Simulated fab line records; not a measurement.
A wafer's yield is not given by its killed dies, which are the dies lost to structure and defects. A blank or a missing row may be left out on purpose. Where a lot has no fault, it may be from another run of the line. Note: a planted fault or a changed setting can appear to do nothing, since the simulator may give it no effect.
Matching of chambers -- flow sky130 -- 4 sister chambers for SKY_LI_CONTACT_CMP_02 on cmp-02
The step polishes PSG. 4 wafers are shown with their chamber, then 12 later ones without.

## EACH WAFER AND ITS CHAMBER
wafer,chamber,motor current A (A)
L084.6,1,14.8
L090.1,3,11.1
L090.2,2,11.2
L090.6,0,11.9

## WAFERS WHOSE CHAMBER IS MISSING
wafer,motor current A (A)
L092.2,11.7
L092.4,11.7
L092.6,11.8
L094.2,12.6
L094.3,14.7
L094.5,15.4
L096.1,11.8
L096.3,15.6
L096.4,11.1
L097.1,15.0
L097.2,11.5
L097.4,11.2

## WHICH CHAMBER EACH ONE RAN IN
wafer,from the rows above,in truth
L092.2,can't be placed: 0 or 2 or 3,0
L092.4,can't be placed: 0 or 2 or 3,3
L092.6,can't be placed: 0 or 2 or 3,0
L094.2,can't be placed: 0 or 2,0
L094.3,1,1
L094.5,1,1
L096.1,can't be placed: 0 or 2 or 3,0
L096.3,1,1
L096.4,can't be placed: 3 or 2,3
L097.1,1,1
L097.2,can't be placed: 2 or 0 or 3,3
L097.4,can't be placed: 2 or 3 or 0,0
Correct placement for 4 of the 12. From these rows, 8 cannot be placed; in 8 the true chamber is one of the candidates. Placed wrongly: 0.
How it was worked out, from the rows above alone: a wafer's distance from a chamber is the root of the sum, over the readings, of the square of ((its reading less the chamber's mean) divided by the reading's scatter). If the next closest chamber is less than 2 further off than the closest, the wafer can't be placed; otherwise it belongs to the closest. The mean given for a chamber averages the wafers shown for that chamber. The scatter: root of mean squared gap, hidden wafer to nearest shown wafer, with one shown wafer a chamber.
